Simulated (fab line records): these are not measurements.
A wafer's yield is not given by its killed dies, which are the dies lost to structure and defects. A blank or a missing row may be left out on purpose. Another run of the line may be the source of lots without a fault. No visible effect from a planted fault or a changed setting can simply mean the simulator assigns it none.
Which tool was responsible? + flow gf180mcu + 13 lots, 39 wafers sampled, at 4 steps of a route of 602

== WHAT EACH GAUGE READ, for each wafer ==
GF_TOP_METAL_OVL_MEAS_15. Usual: for TOP_METAL_OVL the level is -0.4 nm and the standard deviation is 1.5.
| lot  | measured     | on         | TOP_METAL_OVL (nm) | flag |
|------|--------------|------------|--------------------|------|
| L552 | day 28 06:39 | overlay-02 | 0.6 0.7 -0.8       |      |
| L553 | day 28 15:42 | overlay-02 | -3.4 -0.8 -3.0     |      |
| L554 | day 28 16:17 | overlay-02 | 0.6 -1.2 -0.4      |      |
| L555 | day 29 10:14 | overlay-02 | 1.1 0.4 -1.0       |      |
| L556 | day 29 14:09 | overlay-01 | 1.6 0.7 0.6        |      |
| L557 | day 30 02:37 | overlay-02 | 0.2 0.8 -0.1       |      |
| L558 | day 30 11:36 | overlay-02 | 1.6 -0.1 0.8       |      |
| L559 | day 30 15:29 | overlay-01 | -0.2 0.5 0.7       |      |
| L560 | day 30 22:33 | overlay-01 | 1.4 -1.7 -1.6      |      |
| L561 | day 31 05:03 | overlay-01 | 1.8 2.3 4.7        |      |
| L564 | day 31 20:17 | overlay-01 | 0.4 1.6 1.7        |      |
| L565 | day 32 04:33 | overlay-01 | -1.0 1.0 0.1       |      |
| L571 | day 33 13:58 | overlay-02 | -1.6 -0.1 -0.9     |      |

GF_PASSIVATION_THK_MEAS_03. Usual: for PASSIVATION_CVD_02_THK the level is 701 nm and the standard deviation is 10.
| lot  | measured     | on            | PASSIVATION_CVD_02_THK (nm) | flag |
|------|--------------|---------------|-----------------------------|------|
| L552 | day 28 07:53 | film-metro-04 | 683 709 694                 |      |
| L553 | day 28 17:05 | film-metro-02 | 685 701 721                 |      |
| L554 | day 28 17:32 | film-metro-04 | 700 694 689                 |      |
| L555 | day 29 11:32 | film-metro-04 | 705 701 705                 |      |
| L556 | day 29 15:35 | film-metro-02 | 709 703 715                 |      |
| L557 | day 30 04:01 | film-metro-04 | 701 715 718                 |      |
| L558 | day 30 12:56 | film-metro-02 | 693 701 700                 |      |
| L559 | day 30 16:41 | film-metro-01 | 687 705 701                 |      |
| L560 | day 30 23:51 | film-metro-01 | 704 717 707                 |      |
| L561 | day 31 06:46 | film-metro-01 | 698 705 705                 |      |
| L564 | day 31 21:32 | film-metro-01 | 693 708 698                 |      |
| L565 | day 32 05:44 | film-metro-01 | 701 695 710                 |      |
| L571 | day 33 15:29 | film-metro-04 | 695 702 702                 |      |

== WHAT TOOL EACH LOT RAN ON (gives the tool, then ch and the chambers of the sampled wafers, and finally the start) ==
| lot  | GF_V3_CLEAN_20                  | GF_TOP_METAL_SPUTTER_02      |
|------|---------------------------------|------------------------------|
| L552 | wet-bench-01 ch 2, day 22 16:45 | pvd-sputter-03, day 27 11:45 |
| L553 | wet-bench-01 ch 0, day 23 01:42 | pvd-sputter-04, day 27 20:42 |
| L554 | wet-bench-04 ch 0, day 23 04:57 | pvd-sputter-03, day 27 22:00 |
| L555 | wet-bench-02 ch 0, day 23 22:36 | pvd-sputter-03, day 28 14:49 |
| L556 | wet-bench-01 ch 0, day 24 04:06 | pvd-sputter-02, day 28 18:57 |
| L557 | wet-bench-01 ch 0, day 24 14:50 | pvd-sputter-02, day 29 07:47 |
| L558 | wet-bench-04 ch 1, day 25 07:23 | pvd-sputter-04, day 29 17:05 |
| L559 | wet-bench-02 ch 0, day 25 09:52 | pvd-sputter-02, day 29 20:52 |
| L560 | wet-bench-01 ch 2, day 25 18:38 | pvd-sputter-03, day 30 04:22 |
| L561 | wet-bench-01 ch 2, day 26 03:30 | pvd-sputter-02, day 30 11:02 |
| L564 | wet-bench-04 ch 0, day 26 19:42 | pvd-sputter-02, day 31 02:59 |
| L565 | wet-bench-01 ch 1, day 27 06:38 | pvd-sputter-04, day 31 11:44 |
| L571 | wet-bench-04 ch 1, day 28 22:40 | pvd-sputter-03, day 32 21:49 |
- GF_V3_CLEAN_20: cleans in DIW.
- GF_TOP_METAL_SPUTTER_02: material AlCu, target thk 900 nm, time 47.82 s.

== WHAT THE TOOLS THEMSELVES READ (means of the sampled wafers that have a number; where no wafer has one, the mark that the record gives instead) ==
GF_TOP_METAL_SPUTTER_02. Usual: cathode-dc-power-W 10600 W, standard deviation 1.9; chamber-pressure-pa 0.3001 Pa, standard deviation 0.00058; throttle-valve-pct 30.3 %, standard deviation 1.2.
| lot  | tool           | cathode-dc-power-W (W) | chamber-pressure-pa (Pa) | throttle-valve-pct (%) | flag |
|------|----------------|------------------------|--------------------------|------------------------|------|
| L552 | pvd-sputter-03 | 10599                  | 0.2999                   | 29.4                   |      |
| L553 | pvd-sputter-04 | 10601                  | 0.2996                   | 30.5                   |      |
| L554 | pvd-sputter-03 | 10599                  | 0.2996                   | 28.7                   |      |
| L555 | pvd-sputter-03 | 10601                  | 0.2997                   | 30.0                   |      |
| L556 | pvd-sputter-02 | 10601                  | 0.2999                   | 31.9                   |      |
| L557 | pvd-sputter-02 | 10599                  | 0.2999                   | 31.9                   |      |
| L558 | pvd-sputter-04 | 10598                  | 0.3001                   | 30.0                   |      |
| L559 | pvd-sputter-02 | 10601                  | 0.3000                   | 31.4                   |      |
| L560 | pvd-sputter-03 | 10600                  | 0.3002                   | 29.3                   |      |
| L561 | pvd-sputter-02 | 10601                  | 0.3004                   | 31.7                   |      |
| L564 | pvd-sputter-02 | 10600                  | 0.3001                   | 31.1                   |      |
| L565 | pvd-sputter-04 | 10600                  | 0.3005                   | 30.3                   |      |
| L571 | pvd-sputter-03 | 10601                  | 0.3003                   | 29.0                   |      |

== THE ANSWER, worked out from the rows above alone ==
Rule: lot off if the mean of its wafers having a number is beyond 3 standard deviations from the usual mean. A lot without any number at a reading at which 4 lots or more have one is off too. Any other lot the step has rows for is counted as sound. The gauges are gone through in route order, then the tools' own readings, and for those a lot's mean is taken as printed above. At the first step where some lot is off, the reading lying furthest off is the one used; lots without a number count as furthest.
Across all readings shown, no lot is off: no conclusion can be drawn from this.

== WHAT WAS PUT IN BY THE SIMULATOR ==
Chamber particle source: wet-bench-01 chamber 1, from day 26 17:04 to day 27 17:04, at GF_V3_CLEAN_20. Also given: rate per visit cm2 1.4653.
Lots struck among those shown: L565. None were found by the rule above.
